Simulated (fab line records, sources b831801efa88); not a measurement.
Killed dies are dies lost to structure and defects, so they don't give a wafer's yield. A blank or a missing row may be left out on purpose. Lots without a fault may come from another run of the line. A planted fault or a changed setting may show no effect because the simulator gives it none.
fab line records | flow gf180mcu
record lots=5 wafers=15 last_day=34
route steps=602 shown SAB@267 SALICIDE@278
lots that met no fault: from a run of the same line without faults
start_h: hours from the record's first day to the start of the lot's first wafer shown | wait_h: hours since the lot's step before | " the same as in the row above | L1.1+2: a row that stands for several wafers | - no value, or no start given | * or withheld: withheld | < > ~ a bound
route shown NAME@n: a module of which the file shows steps, and the number in the route of the first | usual: mean/standard deviation of fault-free wafers | same: alike in all rows | chamber/n: place in a boat | sites: the reading at each site | _std_site: their standard deviation | _edge_site: outer sites' mean less inner sites' | radius_mm: how far each site lies from the wafer's centre | mask NAME#n: copy n | behind: the tool/chamber that last shaped the wafer | hold: why the lot was held/for how many hours/how that ended | device: the transistor (n, p or np) that didn't switch | end of line: the same wafers' tests at the end of the route | a step without rows: its recipe alone | killed: dies lost to structure and defects at the first sort, not the wafer's yield | map: a wafer's dies, x killed, . not, _ none there
set.NAME: the setting as run; set.NAME@STEP: as run at that earlier step | model.NAME: the simulator's own value behind a step, which no gauge read
lots at some steps of the route; a table a step, a row a wafer
services: from which hour (start_h, from the record's first day; less than 0 if before it) a tool's chamber was out of use, for how many hours, and why
## steps
# step GF_SAB_HMDS_03
# recipe prime_time_s=60 prime_temp_c=120
# columns lot.wafer tool chamber start_h wait_h
L087.3+5+6 litho_track-01 0 441.98 0.1
L088.4+5+6 litho_track-01 0 446.65 0.1
L089.2+3+4 litho_track-03 0 458.26 0.1
L093.2+5+6 litho_track-03 0 490.86 0.1
L096.2+3+6 litho_track-01 0 518.25 0.1
# step GF_SAB_COAT_04
# recipe resist=NOVOLAK spin_rpm=3000 resist_thk_nm=1000
# columns lot.wafer tool chamber start_h wait_h
L087.3+5+6 litho_track-01 0 442.13 0.1
L088.4+5+6 litho_track-01 0 446.80 0.1
L089.2+3+4 litho_track-03 0 458.41 0.1
L093.2+5+6 litho_track-03 0 491.01 0.1
L096.2+3+6 litho_track-01 0 518.40 0.1
# step GF_SAB_SOFTBAKE_05
# recipe temp_c=90 time_s=60 resist=NOVOLAK
# columns lot.wafer tool chamber start_h wait_h
L087.3+5+6 litho_track-01 0 442.28 0.1
L088.4+5+6 litho_track-01 0 446.95 0.1
L089.2+3+4 litho_track-03 0 458.56 0.1
L093.2+5+6 litho_track-03 0 491.16 0.1
L096.2+3+6 litho_track-01 0 518.55 0.1
# step GF_SAB_EXPOSE_06
# recipe mask_id=SAB target_cd_nm=420 na=0.6 source_shape=conventional sigma_outer=0.6 dose_mj=141.6
# columns lot.wafer tool chamber start_h wait_h mask
L087.3+5+6 iline_stepper-02 0 - - SAB#0
L088.4+5+6 iline_stepper-01 0 - - SAB#0
L089.2+3+4 iline_stepper-01 0 - - SAB#0
L093.2+5+6 iline_stepper-01 0 - - SAB#0
L096.2+3+6 iline_stepper-01 0 - - SAB#0
# step GF_SAB_PEB_07
# recipe temp_c=withheld time_s=* resist=NOVOLAK
# columns lot.wafer tool chamber start_h wait_h
L087.3+5+6 litho_track-04 0 - -
L088.4+5+6 litho_track-01 0 - -
L089.2+3+4 litho_track-01 0 - -
L093.2+5+6 litho_track-03 0 - -
L096.2+3+6 litho_track-01 0 - -
# step GF_SAB_DEVELOP_08
# recipe develop_time_s=60 dev_temp_c=23
# columns lot.wafer tool chamber start_h wait_h
L087.3+5+6 litho_track-04 0 455.25 0.1
L088.4+5+6 litho_track-01 0 459.05 0.1
L089.2+3+4 litho_track-01 0 470.60 0.1
L093.2+5+6 litho_track-03 0 503.91 0.1
L096.2+3+6 litho_track-01 0 530.75 0.1
# step GF_SAB_CD_MEAS_09
# recipe target_cd_nm=420
# usual cd_nm=419.7/2.1
# columns lot.wafer tool chamber start_h wait_h cd_nm
L087.3 cd_sem-01 - 455.39 0.1 420.5
L087.5 " - " " 418.8
L087.6 " - " " 421.9
L088.4 cd_sem-01 - 459.19 0.1 419.5
L088.5 " - " " 417.7
L088.6 " - " " 418.4
L089.2 cd_sem-01 - 470.75 0.1 421.2
L089.3 " - " " 421.7
L089.4 " - " " 420.3
L093.2 cd_sem-02 - 504.06 0.1 416.0
L093.5 " - " " 416.1
L093.6 " - " " 416.9
L096.2 cd_sem-01 - 530.89 0.1 424.6
L096.3 " - " " 423.5
L096.6 " - " " 423.3
# step GF_SAB_OVL_MEAS_10
# usual SAB_OVL=-0.6/1.6
# columns lot.wafer tool chamber start_h wait_h SAB_OVL[nm]
L087.3 overlay-01 - 455.48 0.1 0.9
L087.5 " - " " 0.4
L087.6 " - " " 1.2
L088.4 overlay-02 - 459.26 0.1 -0.7
L088.5 " - " " 0.0
L088.6 " - " " 1.1
L089.2 overlay-02 - 470.85 0.1 -3.5
L089.3 " - " " -1.2
L089.4 " - " " -3.8
L093.2 overlay-01 - 504.16 0.1 0.7
L093.5 " - " " -1.2
L093.6 " - " " 0.7
L096.2 overlay-01 - 531.00 0.1 0.2
L096.3 " - " " 0.8
L096.6 " - " " 0.7
# step GF_SAB_ETCH_11
# recipe chemistry=C4F8/O2/Ar mask_material=NOVOLAK target=SiO2 target_depth_nm=55 source_w=1500 bias_w=1200 pressure_mtorr=40 c4f8_flow_sccm=withheld O2_flow_sccm=6 Ar_flow_sccm=300 time_s=8.5
# usual oes_product_au=1.005/0.012 rf_fwd_power_W=1472/8.6
# columns lot.wafer tool chamber start_h wait_h oes_product_au rf_fwd_power_W rf_hours_counter_h
L087.3 rie_diel-04 0 455.50 0.0 1.001 1486 36
L087.5 " 0 " " 1.001 1479 -
L087.6 " 3 " " 1.002 1460 -
L088.4 rie_diel-04 0 459.28 0.0 0.993 1485 36
L088.5 " 3 " " 1.001 1466 -
L088.6 " 2 " " 1.014 1476 -
L089.2 rie_diel-04 0 470.88 0.0 1.002 1482 36
L089.3 " 3 " " 0.996 1458 5
L089.4 " 1 " " 1.021 1480 8
L093.2 rie_diel-02 1 504.19 0.0 1.006 1469 7
L093.5 " 3 " " 1.021 1478 -
L093.6 " 2 " " 1.029 1463 -
L096.2 rie_diel-01 0 531.03 0.0 1.020 1469 74
L096.3 " 3 " " 1.008 1470 9
L096.6 " 2 " " 0.997 1476 -
# step GF_SAB_WET_ETCH_12
# recipe chemistry=dHF target_depth_nm=22 dry=n2_spin target=SiO2 temp_c=25 dilution=100:1 time_s=440
# usual temp_c=25.03/0.11
# columns lot.wafer tool chamber start_h wait_h temp_c
L087.3 wet_bench-04 1 455.52 0.0 24.96
L087.5 " 1 " " 25.02
L087.6 " 1 " " 25.27
L088.4 wet_bench-04 3 459.30 0.0 24.98
L088.5 " 3 " " 25.09
L088.6 " 3 " " 25.06
L089.2 wet_bench-01 3 470.90 0.0 24.82
L089.3 " 3 " " 24.86
L089.4 " 3 " " 24.88
L093.2 wet_bench-02 0 504.21 0.0 25.16
L093.5 " 0 " " 25.09
L093.6 " 0 " " 25.08
L096.2 wet_bench-01 3 531.05 0.0 24.92
L096.3 " 3 " " 24.88
L096.6 " 3 " " 25.16
# step GF_SAB_STRIP_13
# recipe chemistry=O2/N2 power_w=1400 pressure_mtorr=1500 platen_temp_c=250 o2_flow_sccm=3000 n2_flow_sccm=300 overash_fraction=0.5
# usual drypump_motor_current_A=6.0/0.31 heater_power_w=308/28 n2_flow_sccm=300.0/0.89 oes_product_au=0.710/0.0042 strip_time_to_endpoint_s=12.60/0.033
# columns lot.wafer tool chamber start_h wait_h drypump_motor_current_A heater_power_w n2_flow_sccm oes_product_au rf_hours_counter_h strip_time_to_endpoint_s
L087.3 plasma_asher-01 1 455.69 0.0 5.9 287 299.9 0.715 - 12.61
L087.5 " 1 " " 5.9 285 299.0 0.707 - 12.58
L087.6 " 0 " " 6.2 313 298.7 0.709 - 12.63
L088.4 plasma_asher-01 1 459.48 0.0 5.9 290 299.3 0.713 - 12.59
L088.5 " 0 " " 6.3 312 300.5 0.711 - 12.58
L088.6 " 1 " " 5.9 290 301.2 0.713 - 12.60
L089.2 plasma_asher-04 1 471.03 0.0 5.3 298 299.8 0.711 81 12.55
L089.3 " 1 " " 5.3 290 299.4 0.708 - 12.62
L089.4 " 0 " " 6.4 363 301.4 0.713 - 12.62
L093.2 plasma_asher-03 0 504.34 0.0 6.2 262 300.1 0.711 39 12.58
L093.5 " 0 " " 6.2 260 300.2 0.718 - 12.62
L093.6 " 1 " " 5.8 317 299.9 0.709 - 12.65
L096.2 plasma_asher-01 1 531.18 0.0 5.9 290 301.8 0.706 11 12.67
L096.3 " 1 " " 5.9 292 301.5 0.710 - 12.66
L096.6 " 1 " " 5.9 290 301.2 0.713 - 12.65
# step GF_SALICIDE_CLEAN_00
# recipe chemistry=SC1/SC2 mix=1:4:20 temp_c=70 time_s=150
# usual temp_c=69.99/0.12
# columns lot.wafer tool chamber start_h wait_h temp_c
L087.3 wet_bench-02 3 455.75 0.0 69.86
L087.5 " 3 " " 70.01
L087.6 " 3 " " 70.05
L088.4 wet_bench-02 3 459.55 0.0 69.92
L088.5 " 3 " " 70.01
L088.6 " 3 " " 70.08
L089.2 wet_bench-03 3 471.13 0.1 70.09
L089.3 " 3 " " 70.00
L089.4 " 3 " " 70.21
L093.2 wet_bench-02 3 504.44 0.1 69.88
L093.5 " 3 " " 70.10
L093.6 " 3 " " 70.15
L096.2 wet_bench-02 0 531.28 0.1 69.74
L096.3 " 0 " " 69.88
L096.6 " 0 " " 69.95
# step GF_SALICIDE_WET_ETCH_01
# recipe chemistry=dHF target_depth_nm=5 dry=ipa_marangoni target=SiO2 temp_c=25 dilution=100:1 time_s=100
# usual temp_c=24.98/0.099
# columns lot.wafer tool chamber start_h wait_h temp_c
L087.3 wet_bench-03 1 455.81 0.0 25.11
L087.5 " 1 " " 24.94
L087.6 " 1 " " 25.01
L088.4 wet_bench-04 3 459.60 0.0 24.99
L088.5 " 3 " " 24.96
L088.6 " 3 " " 24.87
L089.2 wet_bench-02 1 471.18 0.0 24.86
L089.3 " 1 " " 25.07
L089.4 " 1 " " 24.98
L093.2 wet_bench-03 0 504.49 0.0 25.12
L093.5 " 0 " " 25.09
L093.6 " 0 " " 24.95
L096.2 wet_bench-03 1 531.33 0.0 25.00
L096.3 " 1 " " 24.86
L096.6 " 1 " " 25.02
# step GF_SALICIDE_SPUTTER_02
# recipe material=Co target_thk_nm=10 power_w=1000 time_s=20 chamber_pressure_pa=0.4
# usual chamber_pressure_pa=0.4000/0.00081 throttle_valve_pct=30.0/0.58
# columns lot.wafer tool chamber start_h wait_h chamber_pressure_pa throttle_valve_pct
L087.3 pvd_sputter-02 - 455.85 0.0 0.3999 29.3
L087.5 " - " " 0.4011 31.0
L087.6 " - " " 0.4010 30.1
L088.4 pvd_sputter-02 - 459.65 0.0 0.4010 30.4
L088.5 " - " " 0.3989 30.4
L088.6 " - " " 0.3997 29.3
L089.2 pvd_sputter-02 - 471.26 0.0 0.4011 29.2
L089.3 " - " " 0.3994 30.2
L089.4 " - " " 0.4003 30.0
L093.2 pvd_sputter-02 - 504.57 0.0 0.4000 28.8
L093.5 " - " " 0.4007 28.6
L093.6 " - " " 0.3988 30.1
L096.2 pvd_sputter-04 - 531.37 0.0 0.3997 30.4
L096.3 " - " " 0.3986 29.8
L096.6 " - " " 0.4004 29.9
# step GF_SALICIDE_SPUTTER_03
# recipe material=TiN target_thk_nm=20 power_w=6500 time_s=16.4 chamber_pressure_pa=0.4
# usual chamber_pressure_pa=0.3999/0.00076 throttle_valve_pct=30.0/0.57
# columns lot.wafer tool chamber start_h wait_h chamber_pressure_pa throttle_valve_pct
L087.3 pvd_sputter-02 - 455.88 0.0 0.3999 29.0
L087.5 " - " " 0.3998 30.9
L087.6 " - " " 0.4001 30.5
L088.4 pvd_sputter-02 - 459.68 0.0 0.3991 31.2
L088.5 " - " " 0.4007 30.2
L088.6 " - " " 0.3997 29.4
L089.2 pvd_sputter-02 - 471.28 0.0 0.3996 29.3
L089.3 " - " " 0.3992 30.1
L089.4 " - " " 0.4004 30.0
L093.2 pvd_sputter-02 - 504.60 0.0 0.4006 28.9
L093.5 " - " " 0.4004 28.8
L093.6 " - " " 0.4010 30.1
L096.2 pvd_sputter-04 - 531.40 0.0 0.4000 30.6
L096.3 " - " " 0.4000 30.0
L096.6 " - " " 0.4012 30.0
# step GF_SALICIDE_RS_MEAS_04
# recipe thk_meas_gauge=four-point-probe reads=TiN_of_SALICIDE_SPUTTER_03+Co_of_SALICIDE_SPUTTER_02
# usual SALICIDE_TIN_RS=16.4/0.41
# columns lot.wafer tool chamber start_h wait_h SALICIDE_TIN_RS[ohm/sq]
L087.3 film_metro-02 - 455.94 0.1 16.3
L087.5 " - " " 16.3
L087.6 " - " " 15.9
L088.4 film_metro-02 - 459.75 0.1 16.7
L088.5 " - " " 15.9
L088.6 " - " " 16.3
L089.2 film_metro-01 - 471.33 0.0 16.8
L089.3 " - " " 16.3
L089.4 " - " " 16.0
L093.2 film_metro-01 - 504.65 0.0 16.9
L093.5 " - " " 16.9
L093.6 " - " " 15.8
L096.2 film_metro-02 - 531.45 0.0 17.2
L096.3 " - " " 17.0
L096.6 " - " " 16.9
# step GF_SALICIDE_THK_MEAS_05
# recipe thk_meas_gauge=xrf reads=TiN_of_SALICIDE_SPUTTER_03
# usual SALICIDE_TIN_THK=19.45/0.29
# columns lot.wafer tool chamber start_h wait_h SALICIDE_TIN_THK[nm]
L087.3 film_metro-02 - 456.04 0.1 19.16
L087.5 " - " " 19.34
L087.6 " - " " 19.97
L088.4 film_metro-02 - 459.84 0.1 19.51
L088.5 " - " " 20.12
L088.6 " - " " 19.72
L089.2 film_metro-01 - 471.44 0.1 19.65
L089.3 " - " " 20.36
L089.4 " - " " 20.27
L093.2 film_metro-01 - 504.76 0.1 19.59
L093.5 " - " " 19.66
L093.6 " - " " 20.30
L096.2 film_metro-02 - 531.56 0.1 19.16
L096.3 " - " " 19.25
L096.6 " - " " 19.21
# step GF_SALICIDE_RTA_06
# recipe temp_c=530 time_s=30 ambient=N2
# usual lamp_power_pct=6.6/0.42 wafer_temp_C_max=533.2/0.62
# columns lot.wafer tool chamber start_h wait_h lamp_power_pct wafer_temp_C_max
L087.3 rtp_anneal-01 0 456.11 0.1 6.3 532.9
L087.5 " 0 " " 6.3 532.6
L087.6 " 0 " " 6.3 533.2
L088.4 rtp_anneal-02 0 459.92 0.1 7.1 533.0
L088.5 " 0 " " 7.1 533.1
L088.6 " 0 " " 7.1 533.4
L089.2 rtp_anneal-01 0 471.51 0.1 6.3 533.2
L089.3 " 0 " " 6.3 533.7
L089.4 " 0 " " 6.3 534.0
L093.2 rtp_anneal-02 0 504.82 0.1 7.1 533.1
L093.5 " 0 " " 7.1 533.0
L093.6 " 0 " " 7.1 533.3
L096.2 rtp_anneal-02 0 531.62 0.1 7.1 532.9
L096.3 " 0 " " 7.1 532.4
L096.6 " 0 " " 7.1 532.4
# step GF_SALICIDE_WET_ETCH_07
# recipe chemistry=SPM target_depth_nm=120 dry=n2_spin
# columns lot.wafer tool chamber start_h wait_h
L087.3+5+6 wet_bench-02 0 456.18 0.1
L088.4+5+6 wet_bench-04 0 459.97 0.0
L089.2+3+4 wet_bench-02 1 471.59 0.1
L093.2+5+6 wet_bench-04 0 504.91 0.1
L096.2+3+6 wet_bench-03 1 531.71 0.1
## services
# columns tool chamber start_h hours kind
plasma_asher-01 - 421.25 9.0 pm
plasma_asher-01 0 421.25 17.1 vent_cycle
plasma_asher-01 1 421.25 17.1 vent_cycle
plasma_asher-01 - 421.36 1.3 repair
plasma_asher-01 - 426.72 11.7 repair
plasma_asher-01 0 430.25 - clean
plasma_asher-01 1 430.25 - clean
plasma_asher-01 - 440.83 0.7 repair
rie_diel-02 2 454.16 8.7 repair
pvd_sputter-02 0 455.09 - consumable_replace:kit
pvd_sputter-02 0 455.09 18.0 scheduled_down
pvd_sputter-02 0 455.09 18.0 vent_cycle
plasma_asher-03 - 458.81 2.8 pm
iline_stepper-02 - 474.06 2.1 pm
rie_diel-01 0 475.09 9.0 repair
iline_stepper-02 - 476.14 - consumable_replace:lamp
iline_stepper-02 - 476.63 1.0 repair
wet_bench-03 - 480.22 3.1 repair
rie_diel-04 1 484.68 2.4 repair
iline_stepper-02 - 499.74 1.9 repair
rie_diel-04 0 512.71 9.9 repair
rie_diel-04 2 522.65 - clean
rie_diel-04 2 522.65 19.7 scheduled_down
rie_diel-04 2 522.65 19.7 vent_cycle
## key
fault none
